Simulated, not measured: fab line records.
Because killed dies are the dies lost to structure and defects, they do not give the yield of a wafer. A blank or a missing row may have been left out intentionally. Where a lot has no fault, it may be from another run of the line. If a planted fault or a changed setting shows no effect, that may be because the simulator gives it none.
Matching of chambers ; flow sky130 ; SKY_LI_CONTACT_ETCH_15 on rie_diel-01: 4 sister chambers
The step etches PSG in C4F8/O2/Ar, stops on Si, target depth 600 nm. 8 wafers are shown with their chamber, then 8 later ones without.

WAFERS, EACH WITH ITS CHAMBER
wafer;chamber;oes_product_au (a.u.);rf_fwd_power_W (W)
L078.2;3;0.831;1490
L079.4;1;0.833;1480
L081.1;1;0.833;1501
L081.2;0;0.834;1490
L081.3;3;0.833;1487
L083.1;0;0.833;1490
L083.5;2;0.839;1485
L090.2;2;0.835;1489

WAFERS MISSING THEIR CHAMBER
wafer;oes_product_au (a.u.);rf_fwd_power_W (W)
L090.4;0.841;1498
L090.5;0.831;1499
L092.1;0.839;1494
L092.2;0.842;1491
L092.3;0.842;1494
L094.2;0.839;1487
L094.5;0.838;1504
L094.6;0.842;1490

CHAMBER TAKEN BY EACH
wafer;from the rows above;in truth
L090.4;can't be placed: 2 or 0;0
L090.5;can't be placed: 3 or 1 or 0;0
L092.1;can't be placed: 2 or 0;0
L092.2;2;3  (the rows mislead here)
L092.3;2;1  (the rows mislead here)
L094.2;2;2
L094.5;can't be placed: 2 or 0 or 1 or 3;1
L094.6;2;2
Correctly placed: 2 of 8. From these rows, 4 cannot be placed; in 4 the true chamber is one of the candidates. Placed wrongly: 2.
How it was worked out, from the rows above alone: a wafer's distance from a chamber is the root of the sum, over the readings, of the square of ((its reading less the chamber's mean) divided by the reading's scatter). The wafer belongs to the nearest chamber; if the next one is less than 2 further off, it can't be placed. The mean given for a chamber averages the wafers shown for that chamber. The scatter: the root of (the sum of the squares of (reading less its chamber's mean) over the shown wafers, divided by (wafers less chambers)).
